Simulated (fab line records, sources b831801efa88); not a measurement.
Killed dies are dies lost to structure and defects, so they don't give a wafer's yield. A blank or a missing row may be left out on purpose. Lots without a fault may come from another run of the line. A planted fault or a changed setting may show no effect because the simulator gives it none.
Which tool did it? | flow gf180mcu | 13 lots, 39 wafers sampled, at 2 steps of a route of 602

WHAT THE GAUGES READ, wafer by wafer
GF_TOP_METAL_OVL_MEAS_15.
lot  | measured     | on         | TOP_METAL_OVL (nm)
L916 | day 28 12:53 | overlay-02 | -1.9 -2.8 -1.7
L917 | day 29 04:58 | overlay-02 | 0.2 -0.6 -0.3
L918 | day 29 08:27 | overlay-01 | 0.5 -0.1 -1.0
L919 | day 29 16:49 | overlay-01 | -0.3 -1.8 -1.0
L922 | day 30 10:14 | overlay-02 | -0.4 -0.6 -1.9
L923 | day 30 12:45 | overlay-01 | 1.3 3.6 2.8
L924 | day 31 02:56 | overlay-02 | -2.9 -0.4 -1.1
L926 | day 31 09:28 | overlay-01 | -0.6 -0.4 -0.3
L927 | day 31 22:07 | overlay-01 | -2.6 -1.0 -2.2
L928 | day 32 01:32 | overlay-02 | 0.8 0.4 0.8
L931 | day 32 14:34 | overlay-01 | 0.6 1.4 0.7
L937 | day 34 10:50 | overlay-01 | 0.2 -1.8 -0.8
L938 | day 34 15:31 | overlay-02 | 1.2 0.5 0.8

WHICH TOOL RAN EACH LOT (tool, then ch and the chambers of the sampled wafers, then the start)
lot  | GF_V2_SPUTTER_21
L916 | pvd_sputter-03, day 20 18:30
L917 | pvd_sputter-02, day 21 14:44
L918 | pvd_sputter-01, day 21 16:58
L919 | pvd_sputter-01, day 22 02:59
L922 | pvd_sputter-02, day 23 03:25
L923 | pvd_sputter-02, day 23 07:17
L924 | pvd_sputter-01, day 23 22:11
L926 | pvd_sputter-01, day 24 07:42
L927 | pvd_sputter-01, day 24 21:02
L928 | pvd_sputter-01, day 25 04:24
L931 | pvd_sputter-02, day 25 21:52
L937 | pvd_sputter-01, day 28 04:04
L938 | pvd_sputter-03, day 28 12:16
- GF_V2_SPUTTER_21: material Ti, target thk 15 nm, time 80.02 s.

WHAT THE TOOLS THEMSELVES READ (means of the sampled wafers that have a number; where no wafer has one, the mark that the record gives instead)
GF_V2_SPUTTER_21.
lot  | tool           | throttle_valve_pct (%)
L916 | pvd_sputter-03 | 30.7
L917 | pvd_sputter-02 | 31.8
L918 | pvd_sputter-01 | 31.2
L919 | pvd_sputter-01 | 30.5
L922 | pvd_sputter-02 | 31.5
L923 | pvd_sputter-02 | 31.6
L924 | pvd_sputter-01 | 30.4
L926 | pvd_sputter-01 | 31.0
L927 | pvd_sputter-01 | 30.6
L928 | pvd_sputter-01 | 30.6
L931 | pvd_sputter-02 | 31.7
L937 | pvd_sputter-01 | 30.7
L938 | pvd_sputter-03 | 31.9

THE ANSWER, worked out from the rows above alone
Rule: what is usual is taken from the lots themselves. Put in order of their means at a reading, lots are off if they are a third of the lots or fewer, leave a main group of 4 or more, and stand apart from it by a gap of 3 or more times the standard deviation of the main group's means; of several such gaps the widest counts. A main group whose means are all the same, to the digits that the tables above print for the reading, isn't used. A lot without any number at a reading at which 4 lots or more have one is off too. The other lots that the step has rows for count as sound. The gauges are gone through in route order, then the tools' own readings, and for those a lot's mean is taken as printed above. The first step at which some lot is off is used, and at that step the reading that is off furthest; a lot without a number counts as furthest.
No lot is off at any reading shown: from this, nothing can be told.

WHAT THE SIMULATOR HAD PUT IN
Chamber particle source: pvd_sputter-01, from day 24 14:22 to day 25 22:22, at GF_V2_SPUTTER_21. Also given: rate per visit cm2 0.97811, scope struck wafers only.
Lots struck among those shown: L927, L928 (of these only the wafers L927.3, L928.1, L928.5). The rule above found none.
